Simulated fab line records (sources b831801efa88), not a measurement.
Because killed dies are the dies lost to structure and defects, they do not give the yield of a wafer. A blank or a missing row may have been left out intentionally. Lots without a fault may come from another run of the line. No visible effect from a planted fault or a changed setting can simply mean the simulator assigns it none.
Which of the tools did it? -- flow gf180mcu -- Sampling: 6 lots, 18 wafers, 2 of 602 route steps

## WHAT EACH GAUGE READ, for each wafer
GF_V4_BOW_MEAS_05.
lot,measured,on,V4_BOW (um)
L680,day 23 21:01,film-metro-03,131 127 121
L688,day 26 19:11,film-metro-02,138 126 124
L691,day 27 12:16,film-metro-02,138 139 140
L695,day 28 15:50,film-metro-03,131 148 130
L700,day 30 03:05,film-metro-03,113 125 120
L702,day 30 16:13,film-metro-02,120 137 131

## EACH LOT AND THE TOOL THAT RAN IT (in order: tool; ch and the chambers of the sampled wafers; start)
lot,GF_M4_STRIP_17
L680,"plasma-asher-03 ch 0,1, day 23 19:54"
L688,"plasma-asher-03 ch 0,1, day 26 18:06"
L691,"plasma-asher-03 ch 0,1, day 27 11:04"
L695,"plasma-asher-01 ch 0,1, day 28 14:45"
L700,"plasma-asher-01 ch 0,1, day 30 02:00"
L702,"plasma-asher-01 ch 0,1, day 30 15:07"
- GF_M4_STRIP_17: strips in O2/N2.

## THE ANSWER, worked out from the rows above alone
Rule: what is usual is taken from the lots themselves. The widest of any qualifying gaps counts: lots, ordered by their means at a reading, are off when they make up no more than a third of the lots, leave a main group of 4 or more, and stand apart from it by 3 or more times the standard deviation of that group's means. The tables above print the reading to a certain number of digits; a main group whose means all agree to those digits is not used. Also off: a lot with no number at a reading for which 4 or more lots have one. Any other lot the step has rows for is counted as sound.
Nothing can be told from this: no lot is off at any reading shown.

## WHAT WAS PUT IN BY THE SIMULATOR
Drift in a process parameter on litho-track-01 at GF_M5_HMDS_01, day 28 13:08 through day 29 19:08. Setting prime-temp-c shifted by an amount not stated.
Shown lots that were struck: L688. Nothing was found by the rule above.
